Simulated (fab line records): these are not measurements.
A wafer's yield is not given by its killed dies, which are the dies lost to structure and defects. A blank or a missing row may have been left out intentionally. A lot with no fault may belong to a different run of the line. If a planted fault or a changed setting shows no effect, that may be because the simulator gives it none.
Which of the tools did it? :: flow gf180mcu :: Sampling: 6 lots, 18 wafers, 4 of 602 route steps

WHAT THE GAUGES SHOWED, per wafer
GF_V5_THK_MEAS_03.
lot: L823
measured: day 26 21:51
on: filmMetro-04
V5_CVD_02_THK (nm): 1464 1473 1461

lot: L825
measured: day 27 15:25
on: filmMetro-04
V5_CVD_02_THK (nm): 1423 1435 1447

lot: L828
measured: day 28 15:01
on: filmMetro-02
V5_CVD_02_THK (nm): 1464 1450 1471

lot: L833
measured: day 30 07:31
on: filmMetro-04
V5_CVD_02_THK (nm): 1442 1490 1470

lot: L834
measured: day 30 18:55
on: filmMetro-04
V5_CVD_02_THK (nm): 1446 1434 1479

lot: L838
measured: day 31 09:12
on: filmMetro-03
V5_CVD_02_THK (nm): 1441 1458 1456

TOOL THAT RAN EACH LOT (tool first, then ch and the chambers of the sampled wafers, then the start)
lot: L823
GF_MIM_SPUTTER_07: pvdSputter-03, day 25 03:11
GF_MIM_SPUTTER_08: pvdSputter-03, day 25 03:13
GF_V5_CVD_02: pecvd-02 ch 1,2, day 26 21:44

lot: L825
GF_MIM_SPUTTER_07: pvdSputter-04, day 25 20:38
GF_MIM_SPUTTER_08: pvdSputter-04, day 25 20:40
GF_V5_CVD_02: pecvd-04 ch 0,1, day 27 15:15

lot: L828
GF_MIM_SPUTTER_07: pvdSputter-04, day 26 21:58
GF_MIM_SPUTTER_08: pvdSputter-04, day 26 22:01
GF_V5_CVD_02: pecvd-01 ch 0,1,2, day 28 14:56

lot: L833
GF_MIM_SPUTTER_07: pvdSputter-03, day 28 16:26
GF_MIM_SPUTTER_08: pvdSputter-03, day 28 16:29
GF_V5_CVD_02: pecvd-01 ch 0,1,2, day 30 07:23

lot: L834
GF_MIM_SPUTTER_07: pvdSputter-03, day 29 05:02
GF_MIM_SPUTTER_08: pvdSputter-03, day 29 05:05
GF_V5_CVD_02: pecvd-04 ch 1,2, day 30 18:48

lot: L838
GF_MIM_SPUTTER_07: pvdSputter-04, day 29 19:02
GF_MIM_SPUTTER_08: pvdSputter-04, day 29 19:05
GF_V5_CVD_02: pecvd-01 ch 0,2, day 31 09:05
- GF_MIM_SPUTTER_07: material TiN, target thk 60 nm, time 50 s.
- GF_MIM_SPUTTER_08: material AlCu, target thk 200 nm, time 10.6 s.
- GF_V5_CVD_02: deposits SiO2 from TEOS, target thk 1450 nm, time 163.28 s.

THE ANSWER, worked out from the rows above alone
Rule: what is usual is taken from the lots themselves. Put in order of their means at a reading, lots are off if they are a third of the lots or fewer, leave a main group of 4 or more, and stand apart from it by a gap of 3 or more times the standard deviation of the main group's means; of several such gaps the widest counts. The tables above print the reading to a certain number of digits; a main group whose means all agree to those digits is not used. A lot without any number at a reading at which 4 lots or more have one is off too. Where the step has rows for the other lots, those lots are counted as sound.
Nothing can be told from this: no lot is off at any reading shown.

WHAT THE SIMULATOR HAD INSERTED
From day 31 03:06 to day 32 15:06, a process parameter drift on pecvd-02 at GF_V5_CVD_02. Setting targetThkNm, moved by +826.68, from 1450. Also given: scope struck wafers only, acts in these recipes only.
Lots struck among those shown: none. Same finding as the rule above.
